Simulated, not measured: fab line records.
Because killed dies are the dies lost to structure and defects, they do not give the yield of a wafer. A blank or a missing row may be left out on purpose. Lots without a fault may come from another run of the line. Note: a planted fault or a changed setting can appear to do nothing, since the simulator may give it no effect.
Which of the tools did it? ; flow gf180mcu ; 6 lots (18 wafers sampled), 1 step of a 602-step route

## WHAT EACH GAUGE READ, for each wafer
GF_STI_BOW_MEAS_00.
lot;measured;on;INCOMING_BOW (um)
L301;day 1 15:00;film-metro-01;8 8 -2
L304;day 2 06:02;film-metro-01;4 0 -1
L312;day 3 22:04;film-metro-01;-4 -4 -4
L317;day 4 23:00;film-metro-04;1 -11 4
L321;day 5 19:00;film-metro-04;-7 0 -12
L323;day 6 05:00;film-metro-04;6 3 -8

## TOOL THAT RAN EACH LOT (tool first, then ch and the chambers of the sampled wafers, then the start)
The record shows no process step preceding these readings.

## THE ANSWER, worked out from the rows above alone
Rule: the lots themselves supply what counts as usual. Put in order of their means at a reading, lots are off if they are a third of the lots or fewer, leave a main group of 4 or more, and stand apart from it by a gap of 3 or more times the standard deviation of the main group's means; of several such gaps the widest counts. If all means in a main group match to the digits the tables above print for the reading, that group is not used. A lot without any number at a reading at which 4 lots or more have one is off too. All remaining lots with rows at the step are treated as sound.
No lot is off at any reading shown: from this, nothing can be told.

## WHAT THE SIMULATOR HAD PUT IN
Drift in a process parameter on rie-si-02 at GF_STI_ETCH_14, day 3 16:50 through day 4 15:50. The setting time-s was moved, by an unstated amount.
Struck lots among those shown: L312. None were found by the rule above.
